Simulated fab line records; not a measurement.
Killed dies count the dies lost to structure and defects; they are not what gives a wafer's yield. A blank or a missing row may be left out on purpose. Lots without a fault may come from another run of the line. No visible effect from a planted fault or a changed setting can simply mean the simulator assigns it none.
Split-lot trial | flow gf180mcu | on a route of 602 steps: 5 lots, 23 wafers read

== ABOUT THE SPLIT ==
At GF_M3_SPUTTER_00 (material Ti, target thk 37.5 nm, time 150 s), the setting power-w was moved away from the recipe's 4000 W on 4 of the 23 wafers read, by -10.4% to -9.5%. For the rest of the wafers, this setting stayed at what the recipe calls for.

The reading comes from the split's own step.

== THE READING ==
Ti_of_M3_SPUTTER_00.thk-nm (the simulator's own value, which no gauge read), in nm, at GF_M3_SPUTTER_00 (material Ti, target thk 37.5 nm, time 150 s). The file does not state a usual value for it. Here, 19 wafers ran the recipe; their average is 37.68 nm with a standard deviation of 0.34 nm.

wafer  | tool, chamber at the split | power-w as run, W | against the recipe | Ti_of_M3_SPUTTER_00.thk-nm, nm | against lot-mates on the recipe
L074.2 | pvd-sputter-01, -          | 4000              | recipe             | 37.57                          | -
L074.3 | pvd-sputter-01, -          | 4000              | recipe             | 38                             | -
L074.4 | pvd-sputter-01, -          | 4000              | recipe             | 37.72                          | -
L074.5 | pvd-sputter-01, -          | 4000              | recipe             | 37.68                          | -
L074.6 | pvd-sputter-01, -          | 4000              | recipe             | 38.37                          | -
L078.1 | pvd-sputter-01, -          | 4000              | recipe             | 37.63                          | -
L078.2 | pvd-sputter-01, -          | 4000              | recipe             | 37.62                          | -
L078.4 | pvd-sputter-01, -          | 4000              | recipe             | 37.9                           | -
L078.5 | pvd-sputter-01, -          | 4000              | recipe             | 37.22                          | -
L078.6 | pvd-sputter-01, -          | 4000              | recipe             | 37.49                          | -
L082.2 | pvd-sputter-04, -          | 4000              | recipe             | 38.06                          | -
L082.3 | pvd-sputter-04, -          | 4000              | recipe             | 38.08                          | -
L082.4 | pvd-sputter-04, -          | 4000              | recipe             | 37.99                          | -
L084.1 | pvd-sputter-04, -          | 3586              | -10.4%             | 33.74                          | -3.99
L084.2 | pvd-sputter-04, -          | 4000              | recipe             | 37.64                          | -
L084.3 | pvd-sputter-04, -          | 4000              | recipe             | 37.67                          | -
L084.4 | pvd-sputter-04, -          | 4000              | recipe             | 37.87                          | -
L084.6 | pvd-sputter-04, -          | 3586              | -10.4%             | 34.06                          | -3.67
L085.1 | pvd-sputter-04, -          | 4000              | recipe             | 37.25                          | -
L085.3 | pvd-sputter-04, -          | 4000              | recipe             | 37.21                          | -
L085.4 | pvd-sputter-04, -          | 3622              | -9.5%              | 33.49                          | -3.67
L085.5 | pvd-sputter-04, -          | 4000              | recipe             | 37.01                          | -
L085.6 | pvd-sputter-04, -          | 3622              | -9.5%              | 33.54                          | -3.62

THE FIT
A straight line over all 23 wafers: Ti_of_M3_SPUTTER_00.thk-nm changes by +0.4 nm for each +1% of power-w; r = +0.97; the points scatter about the line by 0.36 nm.
The same after taking each lot's own level away (the mean of its wafers on the recipe; 23 wafers): +0.377 nm for each +1%; r = +0.99; scatter 0.2 nm.
On that fit, the largest move of power-w shifts the reading by 3.9 nm.
Across the lots, their own levels run from 37.157 to 38.043 nm, a range of 2.6 times the standard deviation given above.
The two slopes are in agreement: the lot-to-lot level therefore moves the slope only a little.
Check: -3.87 nm against its lot-mates is what the line predicts for one of the wafers moved furthest among these (-10.4%) when that wafer is left out of the fit. Against them it came out at -3.99 nm.

== THE FILE'S OWN FIT ==
Ti_of_M3_SPUTTER_00.thk-nm changes by +0.377 nm for each +1% of power-w, r = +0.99.
